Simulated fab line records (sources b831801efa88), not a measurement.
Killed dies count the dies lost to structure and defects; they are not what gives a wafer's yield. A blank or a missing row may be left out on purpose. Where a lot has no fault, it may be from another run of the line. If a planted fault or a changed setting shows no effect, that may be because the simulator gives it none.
fab line records :: flow sky130 :: part 2 of 2: steps 28 to 39 of 39
record
  lots=5
  wafers=15
  lastDay=50
route steps=708 shown LDD_LDN@297 SPACER@304 POLY_CUT@307 SD_P@320 RES_XHIGH@332
lots that met no fault: taken from a fault-free run of the same line
startH: the number of hours between the record's first day and the start of the first shown wafer of the lot :: waitH: hours since the lot's step before :: " repeats the value in the row above :: L1.1+2: a single row standing in for several wafers :: - no value present, or no start provided :: * or withheld: withheld :: < > ~ a bound
route shown NAME@n: names a module that has steps shown in the file, with the first one's number in the route :: usual: the fault-free wafers' mean and standard deviation :: same: alike in all rows :: chamber/n: place in a boat :: sites: the reading at each site :: _std_site: their standard deviation :: _edge_site: the outer-site mean with the inner-site mean subtracted :: radiusMm: for every site, how far away it sits from the centre of the wafer :: mask NAME#n: copy n :: behind: the most recent tool/chamber to have shaped the wafer :: hold: reason for holding the lot/hours on hold/outcome of the hold :: device: the n, p or np transistor that did not switch :: end of line: at the end of the route, the tests of the same wafers :: step lacking rows: just its recipe :: killed: the dies lost at the first sort to structure and to defects; this is not the yield of the wafer :: map: dies across one wafer; x = killed, . = not, _ = none there
set.NAME: the setting the step ran with; set.NAME@STEP: the setting that earlier step ran with :: model.NAME: the simulator's own value behind a step, which no gauge read
lots at some steps of the route; a table a step, a row a wafer
services: a tool's chamber out of use, with start hour (startH, from the record's first day; less than 0 if before it), hours out, and reason
## steps
# step SKY_SD_P_EXPOSE_04
# recipe
  maskId=PSDM
  na=0.6
  sourceShape=conventional
  sigmaOuter=0.6
  polarization=unpolarized
  targetCdNm=380
  doseMj=138
lot.wafer: L076.1+4+5
tool: ilineStepper-02
chamber: 0
startH: -
waitH: -
mask: PSDM#0

lot.wafer: L081.1+3+4
tool: ilineStepper-02
chamber: 0
startH: -
waitH: -
mask: PSDM#0

lot.wafer: L086.1+4+5
tool: ilineStepper-02
chamber: 0
startH: -
waitH: -
mask: PSDM#0

lot.wafer: L085.2+3+5
tool: ilineStepper-02
chamber: 0
startH: -
waitH: -
mask: PSDM#0

lot.wafer: L096.2+4+6
tool: ilineStepper-02
chamber: 0
startH: -
waitH: -
mask: PSDM#0
# step SKY_SD_P_PEB_05
# recipe
  tempC=withheld
  timeS=*
  resist=NOVOLAK
lot.wafer: L076.1+4+5
tool: lithoTrack-02
chamber: 0
startH: -
waitH: -

lot.wafer: L081.1+3+4
tool: lithoTrack-04
chamber: 0
startH: -
waitH: -

lot.wafer: L086.1+4+5
tool: lithoTrack-04
chamber: 0
startH: -
waitH: -

lot.wafer: L085.2+3+5
tool: lithoTrack-03
chamber: 0
startH: -
waitH: -

lot.wafer: L096.2+4+6
tool: lithoTrack-02
chamber: 0
startH: -
waitH: -
# step SKY_SD_P_DEVELOP_06
# recipe
  resist=NOVOLAK
  developer=TMAH
  developTimeS=60
  devTempC=23
lot.wafer: L076.1+4+5
tool: lithoTrack-02
chamber: 0
startH: 599.00
waitH: 0.1

lot.wafer: L081.1+3+4
tool: lithoTrack-04
chamber: 0
startH: 653.71
waitH: 0.1

lot.wafer: L086.1+4+5
tool: lithoTrack-04
chamber: 0
startH: 694.06
waitH: 0.1

lot.wafer: L085.2+3+5
tool: lithoTrack-03
chamber: 0
startH: 694.61
waitH: 0.1

lot.wafer: L096.2+4+6
tool: lithoTrack-02
chamber: 0
startH: 780.28
waitH: 0.1
# step SKY_SD_P_CD_MEAS_07
# recipe
  targetCdNm=380
# usual
  cdNm=379.8/2.3
lot.wafer: L076.1
tool: cdSem-01
chamber: -
startH: 599.15
waitH: 0.1
cdNm: 377.0

lot.wafer: L076.4
tool: cdSem-01
chamber: -
startH: 599.15
waitH: 0.1
cdNm: 378.2

lot.wafer: L076.5
tool: cdSem-01
chamber: -
startH: 599.15
waitH: 0.1
cdNm: 378.6

lot.wafer: L081.1
tool: cdSem-01
chamber: -
startH: 653.86
waitH: 0.1
cdNm: 380.2

lot.wafer: L081.3
tool: cdSem-01
chamber: -
startH: 653.86
waitH: 0.1
cdNm: 378.5

lot.wafer: L081.4
tool: cdSem-01
chamber: -
startH: 653.86
waitH: 0.1
cdNm: 379.3

lot.wafer: L086.1
tool: cdSem-01
chamber: -
startH: 694.21
waitH: 0.1
cdNm: 377.4

lot.wafer: L086.4
tool: cdSem-01
chamber: -
startH: 694.21
waitH: 0.1
cdNm: 379.2

lot.wafer: L086.5
tool: cdSem-01
chamber: -
startH: 694.21
waitH: 0.1
cdNm: 373.7

lot.wafer: L085.2
tool: cdSem-02
chamber: -
startH: 694.75
waitH: 0.1
cdNm: 378.5

lot.wafer: L085.3
tool: cdSem-02
chamber: -
startH: 694.75
waitH: 0.1
cdNm: 378.3

lot.wafer: L085.5
tool: cdSem-02
chamber: -
startH: 694.75
waitH: 0.1
cdNm: 378.6

lot.wafer: L096.2
tool: cdSem-01
chamber: -
startH: 780.42
waitH: 0.1
cdNm: 374.8

lot.wafer: L096.4
tool: cdSem-01
chamber: -
startH: 780.42
waitH: 0.1
cdNm: 375.8

lot.wafer: L096.6
tool: cdSem-01
chamber: -
startH: 780.42
waitH: 0.1
cdNm: 378.8
# step SKY_SD_P_OVL_MEAS_08
# usual
  SD_P_OVL=-0.4/1.3
lot.wafer: L076.1
tool: overlay-02
chamber: -
startH: 599.27
waitH: 0.1
SD_P_OVL[nm]: 0.7

lot.wafer: L076.4
tool: overlay-02
chamber: -
startH: 599.27
waitH: 0.1
SD_P_OVL[nm]: -2.2

lot.wafer: L076.5
tool: overlay-02
chamber: -
startH: 599.27
waitH: 0.1
SD_P_OVL[nm]: -1.6

lot.wafer: L081.1
tool: overlay-01
chamber: -
startH: 653.98
waitH: 0.1
SD_P_OVL[nm]: -0.5

lot.wafer: L081.3
tool: overlay-01
chamber: -
startH: 653.98
waitH: 0.1
SD_P_OVL[nm]: -1.4

lot.wafer: L081.4
tool: overlay-01
chamber: -
startH: 653.98
waitH: 0.1
SD_P_OVL[nm]: -0.7

lot.wafer: L086.1
tool: overlay-01
chamber: -
startH: 694.33
waitH: 0.1
SD_P_OVL[nm]: -0.1

lot.wafer: L086.4
tool: overlay-01
chamber: -
startH: 694.33
waitH: 0.1
SD_P_OVL[nm]: -1.2

lot.wafer: L086.5
tool: overlay-01
chamber: -
startH: 694.33
waitH: 0.1
SD_P_OVL[nm]: 1.3

lot.wafer: L085.2
tool: overlay-01
chamber: -
startH: 694.86
waitH: 0.1
SD_P_OVL[nm]: 0.1

lot.wafer: L085.3
tool: overlay-01
chamber: -
startH: 694.86
waitH: 0.1
SD_P_OVL[nm]: -1.2

lot.wafer: L085.5
tool: overlay-01
chamber: -
startH: 694.86
waitH: 0.1
SD_P_OVL[nm]: -0.5

lot.wafer: L096.2
tool: overlay-01
chamber: -
startH: 780.53
waitH: 0.1
SD_P_OVL[nm]: -0.9

lot.wafer: L096.4
tool: overlay-01
chamber: -
startH: 780.53
waitH: 0.1
SD_P_OVL[nm]: 0.6

lot.wafer: L096.6
tool: overlay-01
chamber: -
startH: 780.53
waitH: 0.1
SD_P_OVL[nm]: 0.5
# step SKY_SD_P_IMPLANT_09
# recipe
  species=BF2
  energyKev=20
  doseCm2=3e+15
  tiltDeg=0
lot.wafer: L076.1+4+5
tool: implanter-03
chamber: 0
startH: 599.31
waitH: 0.0

lot.wafer: L081.1+3+4
tool: implanter-02
chamber: 0
startH: 654.01
waitH: 0.0

lot.wafer: L086.1+4+5
tool: implanter-03
chamber: 0
startH: 694.36
waitH: 0.0

lot.wafer: L085.2+3+5
tool: implanter-02
chamber: 0
startH: 694.91
waitH: 0.0

lot.wafer: L096.2+4+6
tool: implanter-02
chamber: 0
startH: 780.59
waitH: 0.0
# step SKY_SD_P_STRIP_10
# recipe
  chemistry=O2/N2
  powerW=1400
  pressureMtorr=1500
  platenTempC=withheld
  o2FlowSccm=3000
  n2FlowSccm=300
  overashFraction=0.5
# usual
  drypumpMotorCurrentA=5.9/0.42
  oesProductAu=0.618/0.0046
  stripTimeToEndpointS=17.50/0.044
lot.wafer: L076.1
tool: plasmaAsher-02
chamber: 0
startH: 599.46
waitH: 0.1
drypumpMotorCurrentA: 5.9
oesProductAu: 0.617
rfHoursCounterH: 92
stripTimeToEndpointS: 17.50

lot.wafer: L076.4
tool: plasmaAsher-02
chamber: 0
startH: 599.46
waitH: 0.1
drypumpMotorCurrentA: 5.9
oesProductAu: 0.617
rfHoursCounterH: -
stripTimeToEndpointS: 17.52

lot.wafer: L076.5
tool: plasmaAsher-02
chamber: 1
startH: 599.46
waitH: 0.1
drypumpMotorCurrentA: 5.6
oesProductAu: 0.607
rfHoursCounterH: -
stripTimeToEndpointS: 17.53

lot.wafer: L081.1
tool: plasmaAsher-03
chamber: 1
startH: 654.16
waitH: 0.1
drypumpMotorCurrentA: 5.7
oesProductAu: 0.617
rfHoursCounterH: 81
stripTimeToEndpointS: 17.52

lot.wafer: L081.3
tool: plasmaAsher-03
chamber: 0
startH: 654.16
waitH: 0.1
drypumpMotorCurrentA: 6.3
oesProductAu: 0.611
rfHoursCounterH: -
stripTimeToEndpointS: 17.52

lot.wafer: L081.4
tool: plasmaAsher-03
chamber: 1
startH: 654.16
waitH: 0.1
drypumpMotorCurrentA: 5.7
oesProductAu: 0.620
rfHoursCounterH: -
stripTimeToEndpointS: 17.52

lot.wafer: L086.1
tool: plasmaAsher-02
chamber: 0
startH: 694.51
waitH: 0.1
drypumpMotorCurrentA: 5.9
oesProductAu: 0.616
rfHoursCounterH: 101
stripTimeToEndpointS: 17.44

lot.wafer: L086.4
tool: plasmaAsher-02
chamber: 1
startH: 694.51
waitH: 0.1
drypumpMotorCurrentA: 5.6
oesProductAu: 0.612
rfHoursCounterH: -
stripTimeToEndpointS: 17.44

lot.wafer: L086.5
tool: plasmaAsher-02
chamber: 0
startH: 694.51
waitH: 0.1
drypumpMotorCurrentA: 5.9
oesProductAu: 0.621
rfHoursCounterH: -
stripTimeToEndpointS: 17.40

lot.wafer: L085.2
tool: plasmaAsher-03
chamber: 0
startH: 695.04
waitH: 0.1
drypumpMotorCurrentA: 6.3
oesProductAu: 0.624
rfHoursCounterH: 85
stripTimeToEndpointS: 17.50

lot.wafer: L085.3
tool: plasmaAsher-03
chamber: 0
startH: 695.04
waitH: 0.1
drypumpMotorCurrentA: 6.3
oesProductAu: 0.619
rfHoursCounterH: -
stripTimeToEndpointS: 17.49

lot.wafer: L085.5
tool: plasmaAsher-03
chamber: 1
startH: 695.04
waitH: 0.1
drypumpMotorCurrentA: 5.7
oesProductAu: 0.627
rfHoursCounterH: -
stripTimeToEndpointS: 17.55

lot.wafer: L096.2
tool: plasmaAsher-03
chamber: 1
startH: 780.71
waitH: 0.1
drypumpMotorCurrentA: 5.7
oesProductAu: 0.617
rfHoursCounterH: 94
stripTimeToEndpointS: 17.51

lot.wafer: L096.4
tool: plasmaAsher-03
chamber: 0
startH: 780.71
waitH: 0.1
drypumpMotorCurrentA: 6.3
oesProductAu: 0.623
rfHoursCounterH: -
stripTimeToEndpointS: 17.46

lot.wafer: L096.6
tool: plasmaAsher-03
chamber: 1
startH: 780.71
waitH: 0.1
drypumpMotorCurrentA: 5.7
oesProductAu: 0.621
rfHoursCounterH: -
stripTimeToEndpointS: 17.46
# step SKY_SD_P_TW_MEAS_11
# usual
  SD_P_TW=2828/28
lot.wafer: L076.1
tool: filmMetro-03
chamber: -
startH: 599.56
waitH: 0.1
SD_P_TW: 2853

lot.wafer: L076.4
tool: filmMetro-03
chamber: -
startH: 599.56
waitH: 0.1
SD_P_TW: 2832

lot.wafer: L076.5
tool: filmMetro-03
chamber: -
startH: 599.56
waitH: 0.1
SD_P_TW: 2860

lot.wafer: L081.1
tool: filmMetro-02
chamber: -
startH: 654.26
waitH: 0.1
SD_P_TW: 2848

lot.wafer: L081.3
tool: filmMetro-02
chamber: -
startH: 654.26
waitH: 0.1
SD_P_TW: 2836

lot.wafer: L081.4
tool: filmMetro-02
chamber: -
startH: 654.26
waitH: 0.1
SD_P_TW: 2829

lot.wafer: L086.1
tool: filmMetro-03
chamber: -
startH: 694.61
waitH: 0.1
SD_P_TW: 2839

lot.wafer: L086.4
tool: filmMetro-03
chamber: -
startH: 694.61
waitH: 0.1
SD_P_TW: 2863

lot.wafer: L086.5
tool: filmMetro-03
chamber: -
startH: 694.61
waitH: 0.1
SD_P_TW: 2857

lot.wafer: L085.2
tool: filmMetro-04
chamber: -
startH: 695.15
waitH: 0.1
SD_P_TW: 2795

lot.wafer: L085.3
tool: filmMetro-04
chamber: -
startH: 695.15
waitH: 0.1
SD_P_TW: 2824

lot.wafer: L085.5
tool: filmMetro-04
chamber: -
startH: 695.15
waitH: 0.1
SD_P_TW: 2811

lot.wafer: L096.2
tool: filmMetro-03
chamber: -
startH: 780.82
waitH: 0.1
SD_P_TW: 2839

lot.wafer: L096.4
tool: filmMetro-03
chamber: -
startH: 780.82
waitH: 0.1
SD_P_TW: 2858

lot.wafer: L096.6
tool: filmMetro-03
chamber: -
startH: 780.82
waitH: 0.1
SD_P_TW: 2856
# step SKY_RES_XHIGH_DEHYDRATE_00
# recipe
  tempC=200
  timeS=60
# usual
  plateTempC=200.00/0.18
lot.wafer: L076.1
tool: lithoTrack-04
chamber: 0
startH: 613.20
waitH: 13.6
plateTempC: 199.88

lot.wafer: L076.4
tool: lithoTrack-04
chamber: 0
startH: 613.20
waitH: 13.6
plateTempC: 199.85

lot.wafer: L076.5
tool: lithoTrack-04
chamber: 0
startH: 613.20
waitH: 13.6
plateTempC: 199.97

lot.wafer: L081.1
tool: lithoTrack-03
chamber: 0
startH: 668.33
waitH: 14.1
plateTempC: 200.11

lot.wafer: L081.3
tool: lithoTrack-03
chamber: 0
startH: 668.33
waitH: 14.1
plateTempC: 200.03

lot.wafer: L081.4
tool: lithoTrack-03
chamber: 0
startH: 668.33
waitH: 14.1
plateTempC: 199.95

lot.wafer: L086.1
tool: lithoTrack-01
chamber: 0
startH: 707.86
waitH: 13.2
plateTempC: 199.88

lot.wafer: L086.4
tool: lithoTrack-01
chamber: 0
startH: 707.86
waitH: 13.2
plateTempC: 200.42

lot.wafer: L086.5
tool: lithoTrack-01
chamber: 0
startH: 707.86
waitH: 13.2
plateTempC: 200.15

lot.wafer: L085.2
tool: lithoTrack-04
chamber: 0
startH: 708.33
waitH: 13.2
plateTempC: 199.94

lot.wafer: L085.3
tool: lithoTrack-04
chamber: 0
startH: 708.33
waitH: 13.2
plateTempC: 199.81

lot.wafer: L085.5
tool: lithoTrack-04
chamber: 0
startH: 708.33
waitH: 13.2
plateTempC: 199.79

lot.wafer: L096.2
tool: lithoTrack-04
chamber: 0
startH: 793.63
waitH: 12.8
plateTempC: 199.85

lot.wafer: L096.4
tool: lithoTrack-04
chamber: 0
startH: 793.63
waitH: 12.8
plateTempC: 199.83

lot.wafer: L096.6
tool: lithoTrack-04
chamber: 0
startH: 793.63
waitH: 12.8
plateTempC: 200.28
# step SKY_RES_XHIGH_HMDS_01
# recipe
  primeTimeS=60
  primeTempC=120
lot.wafer: L076.1+4+5
tool: lithoTrack-04
chamber: 0
startH: 613.35
waitH: 0.1

lot.wafer: L081.1+3+4
tool: lithoTrack-03
chamber: 0
startH: 668.48
waitH: 0.1

lot.wafer: L086.1+4+5
tool: lithoTrack-01
chamber: 0
startH: 708.01
waitH: 0.1

lot.wafer: L085.2+3+5
tool: lithoTrack-04
chamber: 0
startH: 708.48
waitH: 0.1

lot.wafer: L096.2+4+6
tool: lithoTrack-04
chamber: 0
startH: 793.78
waitH: 0.1
# step SKY_RES_XHIGH_COAT_02
# recipe
  resist=NOVOLAK
  spinRpm=3000
  resistThkNm=1140
lot.wafer: L076.1+4+5
tool: lithoTrack-04
chamber: 0
startH: 613.50
waitH: 0.1

lot.wafer: L081.1+3+4
tool: lithoTrack-03
chamber: 0
startH: 668.63
waitH: 0.1

lot.wafer: L086.1+4+5
tool: lithoTrack-01
chamber: 0
startH: 708.16
waitH: 0.1

lot.wafer: L085.2+3+5
tool: lithoTrack-04
chamber: 0
startH: 708.63
waitH: 0.1

lot.wafer: L096.2+4+6
tool: lithoTrack-04
chamber: 0
startH: 793.93
waitH: 0.1
# step SKY_RES_XHIGH_SOFTBAKE_03
# recipe
  tempC=90
  timeS=60
  resist=NOVOLAK
# usual
  plateTempC=90.00/0.13
lot.wafer: L076.1
tool: lithoTrack-04
chamber: 0
startH: 613.65
waitH: 0.1
plateTempC: 89.98

lot.wafer: L076.4
tool: lithoTrack-04
chamber: 0
startH: 613.65
waitH: 0.1
plateTempC: 89.91

lot.wafer: L076.5
tool: lithoTrack-04
chamber: 0
startH: 613.65
waitH: 0.1
plateTempC: 90.24

lot.wafer: L081.1
tool: lithoTrack-03
chamber: 0
startH: 668.78
waitH: 0.1
plateTempC: 90.10

lot.wafer: L081.3
tool: lithoTrack-03
chamber: 0
startH: 668.78
waitH: 0.1
plateTempC: 89.98

lot.wafer: L081.4
tool: lithoTrack-03
chamber: 0
startH: 668.78
waitH: 0.1
plateTempC: 90.08

lot.wafer: L086.1
tool: lithoTrack-01
chamber: 0
startH: 708.31
waitH: 0.1
plateTempC: 90.15

lot.wafer: L086.4
tool: lithoTrack-01
chamber: 0
startH: 708.31
waitH: 0.1
plateTempC: 90.11

lot.wafer: L086.5
tool: lithoTrack-01
chamber: 0
startH: 708.31
waitH: 0.1
plateTempC: 90.13

lot.wafer: L085.2
tool: lithoTrack-04
chamber: 0
startH: 708.78
waitH: 0.1
plateTempC: 90.04

lot.wafer: L085.3
tool: lithoTrack-04
chamber: 0
startH: 708.78
waitH: 0.1
plateTempC: 90.04

lot.wafer: L085.5
tool: lithoTrack-04
chamber: 0
startH: 708.78
waitH: 0.1
plateTempC: 89.92

lot.wafer: L096.2
tool: lithoTrack-04
chamber: 0
startH: 794.08
waitH: 0.1
plateTempC: 89.93

lot.wafer: L096.4
tool: lithoTrack-04
chamber: 0
startH: 794.08
waitH: 0.1
plateTempC: 89.69

lot.wafer: L096.6
tool: lithoTrack-04
chamber: 0
startH: 794.08
waitH: 0.1
plateTempC: 89.94
## services
tool: implanter-02
chamber: -
startH: 519.02
hours: 1.9
kind: repair

tool: rieDiel-01
chamber: 3
startH: 519.91
hours: 4.6
kind: repair

tool: rieDiel-03
chamber: 2
startH: 525.76
hours: 6.1
kind: repair

tool: implanter-01
chamber: -
startH: 526.52
hours: 0.7
kind: repair

tool: implanter-03
chamber: -
startH: 534.47
hours: 3.8
kind: pm

tool: krfScanner-02
chamber: -
startH: 546.16
hours: 1.0
kind: pm

tool: rieDiel-03
chamber: 3
startH: 549.47
hours: 6.7
kind: repair

tool: plasmaAsher-01
chamber: -
startH: 551.27
hours: 2.0
kind: repair

tool: implanter-01
chamber: -
startH: 561.96
hours: 22.0
kind: pm

tool: implanter-04
chamber: -
startH: 567.32
hours: 5.9
kind: pm

tool: krfScanner-02
chamber: -
startH: 575.33
hours: 1.1
kind: repair

tool: implanter-04
chamber: -
startH: 584.45
hours: 1.7
kind: repair

tool: implanter-02
chamber: -
startH: 585.96
hours: 0.7
kind: repair

tool: rieDiel-01
chamber: 0
startH: 598.97
hours: 1.4
kind: repair

tool: rieDiel-03
chamber: 1
startH: 605.62
hours: 8.5
kind: repair

tool: ilineStepper-02
chamber: -
startH: 605.67
hours: 8.9
kind: pm

tool: krfScanner-02
chamber: -
startH: 613.10
hours: 1.3
kind: pm

tool: implanter-04
chamber: -
startH: 618.39
hours: 2.8
kind: pm

tool: implanter-03
chamber: -
startH: 657.33
hours: 2.8
kind: repair

tool: plasmaAsher-03
chamber: -
startH: 666.36
hours: 1.8
kind: repair

tool: implanter-01
chamber: -
startH: 700.44
hours: 1.3
kind: repair

tool: implanter-01
chamber: -
startH: 706.41
hours: 3.0
kind: repair

tool: ilineStepper-02
chamber: -
startH: 711.48
hours: 1.7
kind: pm

tool: implanter-03
chamber: -
startH: 754.86
hours: 1.2
kind: repair
